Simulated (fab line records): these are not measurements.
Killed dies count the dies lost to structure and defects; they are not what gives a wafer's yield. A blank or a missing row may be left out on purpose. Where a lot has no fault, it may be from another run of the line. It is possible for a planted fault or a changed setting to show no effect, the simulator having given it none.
What tool caused it? || flow gf180mcu || Sampling: 14 lots, 42 wafers, 2 of 602 route steps

== WHAT THE GAUGES READ, wafer by wafer ==
GF_HV_LDD_OVL_MEAS_47. Usual: HV_LDD_03_OVL gives -0.3 nm (standard deviation 1.3).
{"lot": "L148", "measured": "day 12 17:45", "on": "overlay-01", "HV_LDD_03_OVL (nm)": "-0.2 0.7 0.4", "flag": ""}
{"lot": "L149", "measured": "day 12 18:50", "on": "overlay-02", "HV_LDD_03_OVL (nm)": "1.7 0.6 1.8", "flag": ""}
{"lot": "L150", "measured": "day 13 09:32", "on": "overlay-01", "HV_LDD_03_OVL (nm)": "-1.3 -0.4 -0.9", "flag": ""}
{"lot": "L151", "measured": "day 13 22:56", "on": "overlay-02", "HV_LDD_03_OVL (nm)": "-3.3 -1.2 -2.6", "flag": ""}
{"lot": "L155", "measured": "day 15 00:01", "on": "overlay-02", "HV_LDD_03_OVL (nm)": "2.1 0.5 0.4", "flag": ""}
{"lot": "L156", "measured": "day 15 11:26", "on": "overlay-02", "HV_LDD_03_OVL (nm)": "-0.1 -0.2 -0.9", "flag": ""}
{"lot": "L161", "measured": "day 17 03:23", "on": "overlay-01", "HV_LDD_03_OVL (nm)": "0.6 0.0 0.1", "flag": ""}
{"lot": "L162", "measured": "day 17 12:09", "on": "overlay-02", "HV_LDD_03_OVL (nm)": "1.9 -1.4 1.8", "flag": ""}
{"lot": "L164", "measured": "day 18 02:56", "on": "overlay-02", "HV_LDD_03_OVL (nm)": "-1.3 -0.5 -0.3", "flag": ""}
{"lot": "L163", "measured": "day 18 03:28", "on": "overlay-01", "HV_LDD_03_OVL (nm)": "0.6 -1.0 1.4", "flag": ""}
{"lot": "L166", "measured": "day 18 23:46", "on": "overlay-01", "HV_LDD_03_OVL (nm)": "-2.8 -2.3 -2.6", "flag": ""}
{"lot": "L167", "measured": "day 19 08:32", "on": "overlay-01", "HV_LDD_03_OVL (nm)": "-1.0 -1.2 -1.7", "flag": ""}
{"lot": "L168", "measured": "day 19 11:26", "on": "overlay-01", "HV_LDD_03_OVL (nm)": "-0.2 1.1 -1.4", "flag": ""}
{"lot": "L169", "measured": "day 19 17:46", "on": "overlay-01", "HV_LDD_03_OVL (nm)": "-0.2 -0.8 -2.8", "flag": ""}

GF_PSD_CD_MEAS_07 targets a cd of 400 nm. Usual: 398.7 nm for cd_nm, sd 2.4.
{"lot": "L148", "measured": "day 14 15:03", "on": "cd_sem-02", "cd_nm (nm)": "395.3 396.9 397.8", "flag": ""}
{"lot": "L149", "measured": "day 14 15:25", "on": "cd_sem-01", "cd_nm (nm)": "397.8 399.4 399.0", "flag": ""}
{"lot": "L150", "measured": "day 15 06:19", "on": "cd_sem-01", "cd_nm (nm)": "402.3 399.8 399.0", "flag": ""}
{"lot": "L151", "measured": "day 15 21:09", "on": "cd_sem-01", "cd_nm (nm)": "405.9 402.7 404.7", "flag": ""}
{"lot": "L155", "measured": "day 16 23:03", "on": "cd_sem-02", "cd_nm (nm)": "398.0 400.9 399.6", "flag": ""}
{"lot": "L156", "measured": "day 17 12:13", "on": "cd_sem-02", "cd_nm (nm)": "403.6 401.2 402.8", "flag": ""}
{"lot": "L161", "measured": "day 19 08:06", "on": "cd_sem-01", "cd_nm (nm)": "397.3 401.4 398.9", "flag": ""}
{"lot": "L162", "measured": "day 19 17:31", "on": "cd_sem-02", "cd_nm (nm)": "403.4 399.6 400.3", "flag": ""}
{"lot": "L164", "measured": "day 20 10:09", "on": "cd_sem-01", "cd_nm (nm)": "400.8 401.7 402.2", "flag": ""}
{"lot": "L163", "measured": "day 20 09:05", "on": "cd_sem-01", "cd_nm (nm)": "395.6 398.4 398.2", "flag": ""}
{"lot": "L166", "measured": "day 21 03:57", "on": "cd_sem-01", "cd_nm (nm)": "400.6 403.6 402.1", "flag": ""}
{"lot": "L167", "measured": "day 21 11:46", "on": "cd_sem-01", "cd_nm (nm)": "394.3 395.2 395.3", "flag": ""}
{"lot": "L168", "measured": "day 21 15:00", "on": "cd_sem-01", "cd_nm (nm)": "395.5 396.2 395.7", "flag": ""}
{"lot": "L169", "measured": "day 21 21:46", "on": "cd_sem-01", "cd_nm (nm)": "397.2 398.1 398.1", "flag": ""}

== WHICH TOOL RAN EACH LOT (tool, then ch and the chambers of the sampled wafers, then the start) ==
No process step before these readings appears in the record.

== WHAT THE TOOLS THEMSELVES READ (means of the sampled wafers that have a number; where no wafer has one, the mark that the record gives instead) ==
The record holds no such reading with a usual standard deviation.

== THE ANSWER, worked out from the rows above alone ==
Rule: lot off if the mean of its wafers having a number is beyond 3 standard deviations from the usual mean. A lot without any number at a reading at which 4 lots or more have one is off too. The other lots that the step has rows for count as sound. Order of review: gauges by route order, followed by the tools' own readings, for which a lot's mean as printed above is used. The first step at which some lot is off is used, and at that step the reading that is off furthest; a lot without a number counts as furthest.
No lot is off on any of the readings shown, so nothing can be concluded from this.

== WHAT HAD BEEN PUT IN BY THE SIMULATOR ==
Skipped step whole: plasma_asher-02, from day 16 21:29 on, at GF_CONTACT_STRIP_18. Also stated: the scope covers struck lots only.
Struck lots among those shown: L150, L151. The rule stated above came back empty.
